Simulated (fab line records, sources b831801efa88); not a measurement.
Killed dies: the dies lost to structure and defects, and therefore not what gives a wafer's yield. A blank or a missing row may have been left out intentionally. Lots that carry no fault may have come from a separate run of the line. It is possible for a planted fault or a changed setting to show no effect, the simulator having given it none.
Which tool was responsible? / flow gf180mcu / Sampling: 11 lots, 33 wafers, 5 of 602 route steps

== WHAT THE GAUGES READ, wafer by wafer ==
GF_M2_CD_MEAS_14: the cd target is 280 nm. Usual: cd_nm reads 280.1 nm (standard deviation 1.3).
lot=L352; measured=day 19 09:44; on=cd_sem-02; cd_nm (nm)=279.5 278.8 278.8; flag=
lot=L355; measured=day 20 07:10; on=cd_sem-01; cd_nm (nm)=282.7 282.5 282.2; flag=
lot=L357; measured=day 21 01:37; on=cd_sem-01; cd_nm (nm)=279.2 279.8 279.2; flag=
lot=L363; measured=day 23 06:35; on=cd_sem-02; cd_nm (nm)=281.3 281.2 282.6; flag=
lot=L364; measured=day 23 20:15; on=cd_sem-01; cd_nm (nm)=278.2 278.6 279.3; flag=
lot=L369; measured=day 25 12:34; on=cd_sem-01; cd_nm (nm)=279.6 278.8 279.2; flag=
lot=L371; measured=day 25 21:49; on=cd_sem-02; cd_nm (nm)=279.5 279.8 279.8; flag=
lot=L372; measured=day 26 14:23; on=cd_sem-01; cd_nm (nm)=279.3 280.2 281.1; flag=
lot=L373; measured=day 26 21:17; on=cd_sem-01; cd_nm (nm)=278.0 278.4 278.2; flag=
lot=L374; measured=day 27 05:37; on=cd_sem-01; cd_nm (nm)=278.3 279.2 280.9; flag=
lot=L375; measured=day 27 13:27; on=cd_sem-02; cd_nm (nm)=280.3 281.2 282.1; flag=

GF_V2_RS_MEAS_24: a four-point-probe measurement. Usual: V2_W_RS typically reads 0.327 ohm/sq, with standard deviation 0.005.
lot=L352; measured=day 20 13:17; on=film_metro-04; V2_W_RS (ohm/sq)=0.331 0.323 0.321; flag=
lot=L355; measured=day 21 09:54; on=film_metro-04; V2_W_RS (ohm/sq)=0.329 0.330 0.329; flag=
lot=L357; measured=day 22 04:11; on=film_metro-01; V2_W_RS (ohm/sq)=0.336 0.332 0.332; flag=
lot=L363; measured=day 24 08:04; on=film_metro-04; V2_W_RS (ohm/sq)=43.753 43.862 43.684; flag=OFF
lot=L364; measured=day 24 21:46; on=film_metro-04; V2_W_RS (ohm/sq)=43.963 43.851 43.569; flag=OFF
lot=L369; measured=day 26 12:09; on=film_metro-02; V2_W_RS (ohm/sq)=0.328 0.333 0.328; flag=
lot=L371; measured=day 26 20:59; on=film_metro-04; V2_W_RS (ohm/sq)=0.327 0.325 0.327; flag=
lot=L372; measured=day 27 13:29; on=film_metro-01; V2_W_RS (ohm/sq)=0.328 0.324 0.327; flag=
lot=L373; measured=day 27 19:42; on=film_metro-04; V2_W_RS (ohm/sq)=0.316 0.327 0.322; flag=
lot=L374; measured=day 28 03:18; on=film_metro-04; V2_W_RS (ohm/sq)=0.329 0.322 0.324; flag=
lot=L375; measured=day 28 11:49; on=film_metro-02; V2_W_RS (ohm/sq)=0.330 0.328 0.328; flag=

GF_V2_THK_MEAS_25: measures by xrf. Usual: V2_W_THK typically reads 350 nm, with standard deviation 6.2.
lot=L352; measured=day 20 13:23; on=film_metro-04; V2_W_THK (nm)=346 354 354; flag=
lot=L355; measured=day 21 10:01; on=film_metro-04; V2_W_THK (nm)=346 345 347; flag=
lot=L357; measured=day 22 04:18; on=film_metro-01; V2_W_THK (nm)=341 348 348; flag=
lot=L363; measured=day 24 08:10; on=film_metro-04; V2_W_THK (nm)=<0 <0 <0; flag=OFF
lot=L364; measured=day 24 21:53; on=film_metro-04; V2_W_THK (nm)=- <0 <0; flag=OFF
lot=L369; measured=day 26 12:16; on=film_metro-02; V2_W_THK (nm)=354 350 354; flag=
lot=L371; measured=day 26 21:05; on=film_metro-04; V2_W_THK (nm)=349 349 348; flag=
lot=L372; measured=day 27 13:36; on=film_metro-01; V2_W_THK (nm)=349 352 348; flag=
lot=L373; measured=day 27 19:49; on=film_metro-04; V2_W_THK (nm)=362 352 357; flag=
lot=L374; measured=day 28 03:25; on=film_metro-04; V2_W_THK (nm)=341 351 349; flag=
lot=L375; measured=day 28 11:56; on=film_metro-02; V2_W_THK (nm)=353 354 352; flag=

== WHICH TOOL RAN EACH LOT (tool, then ch and the chambers of the sampled wafers, then the start) ==
lot=L352; GF_M2_SPUTTER_00=pvd_sputter-01, day 18 08:43; GF_V2_CVD_23=cvd_w-02 ch 0,1, day 20 13:10
lot=L355; GF_M2_SPUTTER_00=pvd_sputter-01, day 19 06:37; GF_V2_CVD_23=cvd_w-01 ch 0,1, day 21 09:46
lot=L357; GF_M2_SPUTTER_00=pvd_sputter-04, day 20 01:02; GF_V2_CVD_23=cvd_w-01 ch 0, day 22 04:04
lot=L363; GF_M2_SPUTTER_00=pvd_sputter-03, day 22 07:10; GF_V2_CVD_23=cvd_w-01 ch 0,1, day 24 07:56
lot=L364; GF_M2_SPUTTER_00=pvd_sputter-01, day 22 20:55; GF_V2_CVD_23=cvd_w-02 ch 0,1, day 24 21:39
lot=L369; GF_M2_SPUTTER_00=pvd_sputter-03, day 24 14:49; GF_V2_CVD_23=cvd_w-01 ch 0,1, day 26 12:01
lot=L371; GF_M2_SPUTTER_00=pvd_sputter-01, day 25 00:12; GF_V2_CVD_23=cvd_w-01 ch 0,1, day 26 20:49
lot=L372; GF_M2_SPUTTER_00=pvd_sputter-01, day 25 17:37; GF_V2_CVD_23=cvd_w-01 ch 0,1, day 27 13:22
lot=L373; GF_M2_SPUTTER_00=pvd_sputter-03, day 25 23:47; GF_V2_CVD_23=cvd_w-02 ch 0,1, day 27 19:35
lot=L374; GF_M2_SPUTTER_00=pvd_sputter-03, day 26 08:34; GF_V2_CVD_23=cvd_w-02 ch 0,1, day 28 03:10
lot=L375; GF_M2_SPUTTER_00=pvd_sputter-03, day 26 16:52; GF_V2_CVD_23=cvd_w-01 ch 0,1, day 28 11:42
- GF_M2_SPUTTER_00: material Ti, target thk 37.5 nm, time 150 s.
- GF_V2_CVD_23: deposits W, target thk 350 nm, time 104.94 s.

== AS READ BY THE TOOLS THEMSELVES (means over the sampled wafers that have a number; for cases with no such wafer, the mark the record gives instead) ==
GF_M2_SPUTTER_00. Usual: throttle_valve_pct reads 30.6 % (standard deviation 0.9).
lot=L352; tool=pvd_sputter-01; throttle_valve_pct (%)=31.2; flag=
lot=L355; tool=pvd_sputter-01; throttle_valve_pct (%)=31.2; flag=
lot=L357; tool=pvd_sputter-04; throttle_valve_pct (%)=31.0; flag=
lot=L363; tool=pvd_sputter-03; throttle_valve_pct (%)=30.2; flag=
lot=L364; tool=pvd_sputter-01; throttle_valve_pct (%)=31.9; flag=
lot=L369; tool=pvd_sputter-03; throttle_valve_pct (%)=29.9; flag=
lot=L371; tool=pvd_sputter-01; throttle_valve_pct (%)=31.0; flag=
lot=L372; tool=pvd_sputter-01; throttle_valve_pct (%)=32.1; flag=
lot=L373; tool=pvd_sputter-03; throttle_valve_pct (%)=30.0; flag=
lot=L374; tool=pvd_sputter-03; throttle_valve_pct (%)=30.0; flag=
lot=L375; tool=pvd_sputter-03; throttle_valve_pct (%)=30.2; flag=

GF_V2_CVD_23. Usual: chamber_pressure_Torr 40.00 Torr, standard deviation 0.087; heater_power_outer_w 543 W, standard deviation 46; heater_power_w 901 W, standard deviation 60; susceptor_temp_C 399.98 C, standard deviation 0.2.
lot=L352; tool=cvd_w-02; chamber_pressure_Torr (Torr)=39.98; heater_power_outer_w (W)=524; heater_power_w (W)=919; susceptor_temp_C (C)=400.00; flag=
lot=L355; tool=cvd_w-01; chamber_pressure_Torr (Torr)=40.02; heater_power_outer_w (W)=570; heater_power_w (W)=892; susceptor_temp_C (C)=399.90; flag=
lot=L357; tool=cvd_w-01; chamber_pressure_Torr (Torr)=39.96; heater_power_outer_w (W)=508; heater_power_w (W)=808; susceptor_temp_C (C)=399.74; flag=
lot=L363; tool=cvd_w-01; chamber_pressure_Torr (Torr)=-; heater_power_outer_w (W)=-; heater_power_w (W)=-; susceptor_temp_C (C)=-; flag=OFF
lot=L364; tool=cvd_w-02; chamber_pressure_Torr (Torr)=-; heater_power_outer_w (W)=-; heater_power_w (W)=-; susceptor_temp_C (C)=-; flag=OFF
lot=L369; tool=cvd_w-01; chamber_pressure_Torr (Torr)=39.98; heater_power_outer_w (W)=549; heater_power_w (W)=871; susceptor_temp_C (C)=399.92; flag=
lot=L371; tool=cvd_w-01; chamber_pressure_Torr (Torr)=40.09; heater_power_outer_w (W)=553; heater_power_w (W)=862; susceptor_temp_C (C)=400.05; flag=
lot=L372; tool=cvd_w-01; chamber_pressure_Torr (Torr)=39.95; heater_power_outer_w (W)=582; heater_power_w (W)=915; susceptor_temp_C (C)=400.26; flag=
lot=L373; tool=cvd_w-02; chamber_pressure_Torr (Torr)=40.02; heater_power_outer_w (W)=530; heater_power_w (W)=922; susceptor_temp_C (C)=400.25; flag=
lot=L374; tool=cvd_w-02; chamber_pressure_Torr (Torr)=40.04; heater_power_outer_w (W)=530; heater_power_w (W)=946; susceptor_temp_C (C)=400.03; flag=
lot=L375; tool=cvd_w-01; chamber_pressure_Torr (Torr)=40.06; heater_power_outer_w (W)=574; heater_power_w (W)=903; susceptor_temp_C (C)=399.97; flag=

== THE ANSWER, worked out from the rows above alone ==
Rule: take the mean of a lot's wafers that have a number; if it is more than 3 standard deviations from the usual mean, the lot is off. A lot without any number at a reading at which 4 lots or more have one is off too. Where the step has rows for the other lots, those lots are counted as sound. After the gauges, taken in route order, come the tools' own readings; for these a lot's mean is taken, as printed above. At the first step where some lot is off, the reading lying furthest off is the one used; lots without a number count as furthest.
Off: at GF_V2_RS_MEAS_24 (V2_W_RS), L363, L364.
A tool fits if, at a process step before that reading, it ran every lot that is off, and no sound lot after the first of them. Not tried: the gauges at GF_V2_RS_MEAS_24; whatever is off there is also off at GF_V2_CVD_23, on other tools, and gauge error can't account for it. None of those tried fits.

== WHAT HAD BEEN PUT IN BY THE SIMULATOR ==
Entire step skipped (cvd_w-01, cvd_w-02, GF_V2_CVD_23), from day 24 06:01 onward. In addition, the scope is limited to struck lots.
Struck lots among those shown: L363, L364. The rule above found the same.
